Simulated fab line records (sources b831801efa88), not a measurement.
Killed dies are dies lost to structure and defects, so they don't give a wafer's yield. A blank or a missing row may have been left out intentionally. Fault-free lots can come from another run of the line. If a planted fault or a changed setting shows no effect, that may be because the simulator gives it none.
Problem report in the 8D (eight disciplines) form, filled by code ; flow sfqLine ; the parts of the form that need people (team, actions taken, sign-off) are left out

== 1. THE PROBLEM ==
At SFQ_TRILAYER_I0_DEP_PECVD_027, runLengthS averages 154.1 s over 4 wafers from 3 lots, while fault-free wafers read 138.8 s, standard deviation 0.65. That puts it +23 standard deviations away from the usual mean.
The step: deposits SiO2 from SiH4/N2O, time 111.11 s, target thk 500 nm.
The first sign was on wafer L559.6 at day 11 20:31, on pecvd-04. At this step, 42 wafers from 15 lots have a number in the record. Rule for "out" (also "out of limits"): further than 4 standard deviations from the usual mean. All remaining wafers that have a number are taken as sound.

== 2. WHAT IT IS, WHAT IT ISN'T ==
question;is;is not
which readings at this step;runLengthS;heaterPowerW, showerheadVppV, susceptorTempC, throttleValvePct
which lots;L559, L560, L561;L541, L543, L544, L545, L546, L547, L548, L549, L551, L552, L562, L564
which wafers of those lots;L559.6, L560.3, L561.3, L561.6;L559.1, L560.4
read on which tools;pecvd-04;pecvd-01, pecvd-02
when;from day 11 20:31;"up to then (31 sound wafers); but 7 sound wafers of L560, L562, L564 came after"

== 3. THE SUSPECTS, EACH WITH WHAT RULES IT OUT ==
Counting: if a tool at a process step up to the reading ran every lot that is out, it stays a suspect. Sound lots after the first of them don't rule it out here, since some wafers of a struck lot are sound.
- pecvd-04 at SFQ_TRILAYER_I0_DEP_PECVD_027 (deposits SiO2 from SiH4/N2O, time 111.11 s, target thk 500 nm): kept. It processed each lot that is out (first: L559, day 11 20:31); up to then, its last sound lot is L552 (day 10 11:56). On those wafers its own readings are out: runLengthS.
After counting, what remains is pecvd-04 at SFQ_TRILAYER_I0_DEP_PECVD_027.

== 4. THE CAUSE (what the simulator had put in) ==
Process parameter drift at SFQ_TRILAYER_I0_DEP_PECVD_027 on pecvd-04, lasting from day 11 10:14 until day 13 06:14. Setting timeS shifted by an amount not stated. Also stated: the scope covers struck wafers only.
This tool alone remained once counting was done.

== 5. THE EFFECT CHAIN, in route order ==
Rows list readings where the struck wafers' mean (over those with a number) sits beyond 3 standard deviations from the usual. Only readings for which the record gives a usual standard deviation are gone through. hours: the time from each lot's start at the first step in this table that gives one to its start at this step, as a median over the lots. sigmas: the change in usual standard deviations.
hours;step;reading;usual;on struck wafers;change;sigmas
0;SFQ_TRILAYER_I0_DEP_PECVD_027;runLengthS;138.8 s;154.1;+15.3;+23
2;SFQ_TRILAYER_I0_CMP_CMP_028;timeToEndpointS;208 s;257;+49;+5.6
The process steps in it:
- SFQ_TRILAYER_I0_DEP_PECVD_027: deposits SiO2 from SiH4/N2O, time 111.11 s, target thk 500 nm.
- SFQ_TRILAYER_I0_CMP_CMP_028: polishes SiO2.
At these later measuring or inspecting steps, every struck wafer for which the step has a row has a number for every such reading, and none has moved that far: SFQ_M6_RS_MEAS_938, SFQ_M8_BOW_MEAS_951.

== 6. HOW IT WOULD HAVE BEEN CAUGHT EARLIER ==
In this record the first reading out of limits was taken at day 11 20:31, 10 hours after the fault began at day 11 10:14.
